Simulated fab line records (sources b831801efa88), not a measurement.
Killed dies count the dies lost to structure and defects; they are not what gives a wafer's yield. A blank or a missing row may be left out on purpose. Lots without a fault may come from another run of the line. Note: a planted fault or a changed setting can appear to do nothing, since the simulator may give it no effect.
What tool caused it?	flow sky130	11 lots with 33 wafers sampled at 3 steps, on a route of 708 steps

## WHAT EACH GAUGE READ, for each wafer
SKY_GATE_OXIDE_THK_MEAS_02.
lot	measured	on	GATE_OXIDE_OXIDATION_00_THK (nm)
L148	day 12 19:10	film-metro-01	9.30 9.21 9.32
L151	day 13 13:48	film-metro-04	9.16 9.18 9.33
L153	day 14 17:08	film-metro-04	15.26 15.52 15.41
L154	day 14 19:46	film-metro-01	9.61 9.63 9.78
L155	day 15 05:37	film-metro-02	9.71 9.71 9.71
L157	day 15 22:02	film-metro-01	9.48 9.71 9.64
L160	day 16 22:50	film-metro-02	15.47 15.70 15.77
L161	day 17 15:44	film-metro-01	15.90 15.90 15.82
L165	day 18 16:01	film-metro-02	9.28 9.48 9.44
L167	day 19 08:25	film-metro-04	9.48 9.63 9.75
L170	day 20 22:05	film-metro-04	9.48 9.63 9.43

## WHICH TOOL RAN EACH LOT (tool, then ch and the chambers of the sampled wafers, then the start)
lot	SKY_FIELD_ISO_ETCH_15	SKY_GATE_OXIDE_OXIDATION_01
L148	rie-diel-03 ch 1,2,3, day 2 05:59	furnace-01 ch 0, day 12 17:46
L151	rie-diel-03 ch 1,2,3, day 2 20:03	furnace-02 ch 0, day 13 12:23
L153	rie-diel-04 ch 2,3, day 3 08:16	furnace-01 ch 0, day 14 12:40
L154	rie-diel-03 ch 1,2,3, day 3 12:46	furnace-02 ch 0, day 14 18:22
L155	rie-diel-01 ch 0,3, day 3 18:52	furnace-02 ch 0, day 15 04:11
L157	rie-diel-03 ch 0,1,2, day 4 04:25	furnace-02 ch 0, day 15 20:38
L160	rie-diel-03 ch 0,3, day 4 19:57	furnace-02 ch 0, day 16 18:49
L161	rie-diel-03 ch 0,1,3, day 5 01:18	furnace-02 ch 0, day 17 11:28
L165	rie-diel-01 ch 0,1,3, day 5 20:52	furnace-01 ch 0, day 18 14:37
L167	rie-diel-03 ch 2,3, day 6 07:39	furnace-02 ch 0, day 19 07:00
L170	rie-diel-04 ch 0,1,3, day 7 01:12	furnace-02 ch 0, day 20 20:41
- SKY_FIELD_ISO_ETCH_15: etches the open film in CHF3/O2, stops on Si, target depth 180 nm, time 72 s.
- SKY_GATE_OXIDE_OXIDATION_01: stabilise 600 s, purge 300 s, target thk 10.268 nm.

## AS READ BY THE TOOLS THEMSELVES (means over the sampled wafers that have a number; for cases with no such wafer, the mark the record gives instead)
SKY_FIELD_ISO_ETCH_15.
lot	tool	drypump-motor-current-A (A)	oes-product-au (a.u.)	throttle-valve-pct (%)
L148	rie-diel-03	5.9	0.952	8.843
L151	rie-diel-03	5.9	0.946	8.844
L153	rie-diel-04	5.0	0.953	8.839
L154	rie-diel-03	6.0	0.947	8.840
L155	rie-diel-01	5.6	0.950	8.844
L157	rie-diel-03	5.6	0.948	8.846
L160	rie-diel-03	5.3	0.939	8.847
L161	rie-diel-03	5.8	0.961	8.847
L165	rie-diel-01	5.5	0.937	8.850
L167	rie-diel-03	5.7	0.940	8.835
L170	rie-diel-04	5.5	0.950	8.839

SKY_GATE_OXIDE_OXIDATION_01.
lot	tool	tube_center_temp_C_max
L148	furnace-01	895.6
L151	furnace-02	895.5
L153	furnace-01	895.6
L154	furnace-02	895.3
L155	furnace-02	895.6
L157	furnace-02	895.7
L160	furnace-02	895.9
L161	furnace-02	895.6
L165	furnace-01	895.6
L167	furnace-02	895.3
L170	furnace-02	896.1

## THE ANSWER, worked out from the rows above alone
Rule: what is usual is taken from the lots themselves. Put in order of their means at a reading, lots are off if they are a third of the lots or fewer, leave a main group of 4 or more, and stand apart from it by a gap of 3 or more times the standard deviation of the main group's means; of several such gaps the widest counts. A main group whose means are all the same, to the digits that the tables above print for the reading, isn't used. A lot without any number at a reading at which 4 lots or more have one is off too. All remaining lots with rows at the step are treated as sound. After the gauges, taken in route order, come the tools' own readings; for these a lot's mean is taken, as printed above. The first step at which some lot is off is used, and at that step the reading that is off furthest; a lot without a number counts as furthest.
Off: L153, L160, L161, seen at SKY_GATE_OXIDE_THK_MEAS_02 (GATE_OXIDE_OXIDATION_00_THK). The main group has a mean of 9.50 nm with a standard deviation of 0.17.
A tool fits if, at a process step before that reading, it ran every lot that is off, and no sound lot after the first of them. Gauges at SKY_GATE_OXIDE_THK_MEAS_02: tried the same way as those tools. Not one of the candidates tried fits.

## WHAT THE SIMULATOR HAD PUT IN
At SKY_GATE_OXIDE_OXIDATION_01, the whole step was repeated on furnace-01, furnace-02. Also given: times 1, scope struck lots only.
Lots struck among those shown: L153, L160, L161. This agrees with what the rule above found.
